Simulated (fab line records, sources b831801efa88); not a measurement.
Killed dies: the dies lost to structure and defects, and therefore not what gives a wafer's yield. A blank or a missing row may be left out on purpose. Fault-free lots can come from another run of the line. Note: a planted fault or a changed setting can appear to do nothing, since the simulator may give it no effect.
fab line records -- flow gf180mcu
record lots=6, wafers=18, lastDay=34
route steps=602 shown HV_LDD@209
lots with no fault: from the same line, run without faults
startH: start of the lot's first displayed wafer, in hours after the record's first day -- waitH: how many hours have passed since the lot's step before this one -- " identical to the entry in the row above -- L1.1+2: a single row standing in for several wafers -- - value missing, or start not given -- * or withheld: withheld -- < > ~ a bound
route shown NAME@n: a module of which the file shows steps, and the number in the route of the first -- usual: the fault-free wafers' mean and standard deviation -- same: alike in all rows -- chamber/n: place in a boat -- sites: readings site by site -- _std_site: how widely they spread, as a standard deviation -- _edge_site: outer sites' mean less inner sites' -- radiusMm: how far each site lies from the wafer's centre -- mask NAME#n: copy n -- behind: the tool/chamber that last shaped the wafer -- hold: what put the lot on hold/how long, in hours/how the hold closed -- device: the transistor (n, p or np) that didn't switch -- end of line: at the end of the route, the tests of the same wafers -- a step with no rows: only its recipe -- killed: the dies lost at the first sort to structure and to defects; this is not the yield of the wafer -- map: the dies of a wafer, with x for killed, . for not killed, _ for no die there
set.NAME: the setting as run; set.NAME@STEP: as run at that earlier step -- model.NAME: the simulator's own value behind a step, which no gauge read
lots at some steps of the route; a table a step, a row a wafer
services: when a tool's chamber went out of use (startH, in hours from the record's first day, below 0 if earlier), for how many hours, and the reason
## steps
# step GF_HV_LDD_IMPLANT_33
# recipe species=P, energyKev=60, doseCm2=7.863e+12, tiltDeg=30, rotationDeg=0
# step GF_HV_LDD_IMPLANT_34
# recipe species=P, energyKev=60, doseCm2=7.5e+12, tiltDeg=30, rotationDeg=90
# step GF_HV_LDD_IMPLANT_35
# recipe species=P, energyKev=60, doseCm2=7.5e+12, tiltDeg=30, rotationDeg=180
# step GF_HV_LDD_IMPLANT_36
# recipe species=P, energyKev=60, doseCm2=7.5e+12, tiltDeg=30, rotationDeg=270
# step GF_HV_LDD_STRIP_37
# recipe chemistry=O2/N2, powerW=1400, pressureMtorr=1500, platenTempC=250, o2FlowSccm=3000, n2FlowSccm=300, overashFraction=0.5
# usual drypumpMotorCurrentA=5.61/0.21, heaterPowerW=317/23, oesProductAu=0.716/0.0049, stripTimeToEndpointS=12.63/0.034
lot.wafer,tool,chamber,startH,waitH,drypumpMotorCurrentA,heaterPowerW,oesProductAu,rfHoursCounterH,stripTimeToEndpointS
L624.2,plasmaAsher-04,1,267.30,0.1,6.10,340,0.722,63,12.64
L624.4,plasmaAsher-04,0,267.30,0.1,5.40,341,0.714,-,12.67
L624.5,plasmaAsher-04,1,267.30,0.1,6.13,357,0.714,-,12.65
L627.1,plasmaAsher-01,0,294.65,0.1,5.36,322,0.713,52,12.61
L627.3,plasmaAsher-01,1,294.65,0.1,5.58,313,0.717,-,12.67
L627.6,plasmaAsher-01,0,294.65,0.1,5.37,334,0.713,-,12.66
L640.1,plasmaAsher-03,0,395.91,0.1,5.68,312,0.717,27,12.67
L640.3,plasmaAsher-03,0,395.91,0.1,5.67,317,0.724,-,12.62
L640.5,plasmaAsher-03,0,395.91,0.1,5.67,312,0.709,-,12.61
L641.1,plasmaAsher-03,1,402.42,0.1,5.62,284,0.713,27,12.60
L641.4,plasmaAsher-03,0,402.42,0.1,5.66,309,0.716,-,12.59
L641.5,plasmaAsher-03,1,402.42,0.1,5.63,281,0.718,-,12.59
L642.1,plasmaAsher-03,0,409.31,0.1,5.65,310,0.721,28,12.65
L642.3,plasmaAsher-03,1,409.31,0.1,5.61,276,0.722,-,12.65
L642.6,plasmaAsher-03,0,409.31,0.1,5.67,312,0.723,-,12.61
L645.3,plasmaAsher-03,1,436.53,0.1,5.61,282,0.726,-,12.65
L645.4,plasmaAsher-03,0,436.53,0.1,5.67,315,0.724,-,12.64
L645.5,plasmaAsher-03,1,436.53,0.1,5.57,276,0.716,-,12.62
# step GF_HV_LDD_TW_MEAS_38
# usual HV_LDD_3_TW=1442/15
lot.wafer,tool,chamber,startH,waitH,HV_LDD_3_TW
L624.2,filmMetro-04,-,267.41,0.1,1449
L624.4,filmMetro-04,-,267.41,0.1,1443
L624.5,filmMetro-04,-,267.41,0.1,1450
L627.1,filmMetro-02,-,294.75,0.1,1429
L627.3,filmMetro-02,-,294.75,0.1,1427
L627.6,filmMetro-02,-,294.75,0.1,1424
L640.1,filmMetro-01,-,396.01,0.1,1461
L640.3,filmMetro-01,-,396.01,0.1,1464
L640.5,filmMetro-01,-,396.01,0.1,1465
L641.1,filmMetro-02,-,402.52,0.1,1427
L641.4,filmMetro-02,-,402.52,0.1,1427
L641.5,filmMetro-02,-,402.52,0.1,1426
L642.1,filmMetro-01,-,409.41,0.1,1457
L642.3,filmMetro-01,-,409.41,0.1,1454
L642.6,filmMetro-01,-,409.41,0.1,1455
L645.3,filmMetro-01,-,436.62,0.1,1448
L645.4,filmMetro-01,-,436.62,0.1,1442
L645.5,filmMetro-01,-,436.62,0.1,1441
# step GF_HV_LDD_DEHYDRATE_39
# recipe tempC=200, timeS=60
# step GF_HV_LDD_HMDS_40
# recipe primeTimeS=60, primeTempC=120
# step GF_HV_LDD_COAT_41
# recipe resist=NOVOLAK, spinRpm=3000, resistThkNm=1000
# step GF_HV_LDD_SOFTBAKE_42
# recipe tempC=90, timeS=60, resist=NOVOLAK
# step GF_HV_LDD_EXPOSE_43
# recipe maskId=Pplus_HV_AREA, targetCdNm=400, na=0.6, sourceShape=conventional, sigmaOuter=0.6, doseMj=140
# step GF_HV_LDD_PEB_44
# recipe tempC=withheld, timeS=*, resist=NOVOLAK
# step GF_HV_LDD_DEVELOP_45
# recipe developTimeS=60, devTempC=23
# usual chillPlateTempC=22.97/0.11, developTimeS=60/0
lot.wafer,tool,chamber,startH,waitH,chillPlateTempC,developTimeS
L624.2,lithoTrack-02,0,286.89,0.1,22.85,60
L624.4,lithoTrack-02,0,286.89,0.1,22.88,60
L624.5,lithoTrack-02,0,286.89,0.1,22.91,60
L627.1,lithoTrack-04,0,315.69,0.1,23.02,60
L627.3,lithoTrack-04,0,315.69,0.1,22.80,60
L627.6,lithoTrack-04,0,315.69,0.1,23.12,60
L640.1,lithoTrack-02,-,418.71,0.1,-,-
L640.3,lithoTrack-02,-,418.71,0.1,-,-
L640.5,lithoTrack-02,-,418.71,0.1,-,-
L641.1,lithoTrack-02,-,425.11,0.1,-,-
L641.4,lithoTrack-02,-,425.11,0.1,-,-
L641.5,lithoTrack-02,-,425.11,0.1,-,-
L642.1,lithoTrack-04,0,433.29,0.1,23.00,60
L642.3,lithoTrack-04,0,433.29,0.1,22.85,60
L642.6,lithoTrack-04,0,433.29,0.1,23.05,60
L645.3,lithoTrack-04,0,460.09,0.1,23.07,60
L645.4,lithoTrack-04,0,460.09,0.1,22.91,60
L645.5,lithoTrack-04,0,460.09,0.1,22.99,60
# step GF_HV_LDD_CD_MEAS_46
# recipe targetCdNm=400
# usual cdNm=400.2/2
lot.wafer,tool,chamber,startH,waitH,cdNm
L624.2,cdSem-01,-,287.03,0.1,402.1
L624.4,cdSem-01,-,287.03,0.1,400.6
L624.5,cdSem-01,-,287.03,0.1,401.9
L627.1,cdSem-02,-,315.84,0.1,400.7
L627.3,cdSem-02,-,315.84,0.1,401.0
L627.6,cdSem-02,-,315.84,0.1,399.4
L640.1,cdSem-01,-,418.86,0.1,-
L640.3,cdSem-01,-,418.86,0.1,-
L640.5,cdSem-01,-,418.86,0.1,-
L641.1,cdSem-01,-,425.26,0.1,-
L641.4,cdSem-01,-,425.26,0.1,-
L641.5,cdSem-01,-,425.26,0.1,-
L642.1,cdSem-02,-,433.44,0.1,402.6
L642.3,cdSem-02,-,433.44,0.1,401.2
L642.6,cdSem-02,-,433.44,0.1,399.8
L645.3,cdSem-02,-,460.23,0.1,405.0
L645.4,cdSem-02,-,460.23,0.1,403.5
L645.5,cdSem-02,-,460.23,0.1,405.3
## services
tool,chamber,startH,hours,kind
plasmaAsher-03,-,287.45,3.0,repair
lithoTrack-04,-,314.15,-,consumableReplace:filter
lithoTrack-02,-,321.99,-,consumableReplace:filter
plasmaAsher-01,-,371.29,1.1,repair
plasmaAsher-04,-,448.14,0.6,repair
## key
firstSign step=GF_HV_LDD_DEVELOP_45, reading=toolRecord, direction=missing
effect none on later readings
metAt GF_HV_LDD_DEVELOP_45
struckWafers L640.1,L640.3,L640.5,L641.1,L641.4,L641.5
laterRowsLeftOut L640.1,L640.3,L640.5,L641.1,L641.4,L641.5
sortLeftOut L640.1,L640.3,L640.5,L641.1,L641.4,L641.5
testerLeftOut L640,L641
onsetBetween 286.89 418.71
fault kind=skippedStepWhole, tool=lithoTrack-02, chamber=-, onsetH=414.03, steps=GF_HV_LDD_DEVELOP_45, scope=struckLotsOnly
# testerLeftOut: of these lots the tester's yield and bins aren't shown, on N5 and GAA mostly nor the transistor test; their killed dies are dies lost to structure and defects alone, not to doping, threshold or leakage, so they don't give the yield
# sortLeftOut: the simulated sort isn't trusted on such a fault, so these wafers' sort isn't shown, and their yield isn't known
# laterRowsLeftOut: the simulator's readings of these wafers behind a module that went badly wrong aren't trusted and aren't shown, but for the sort
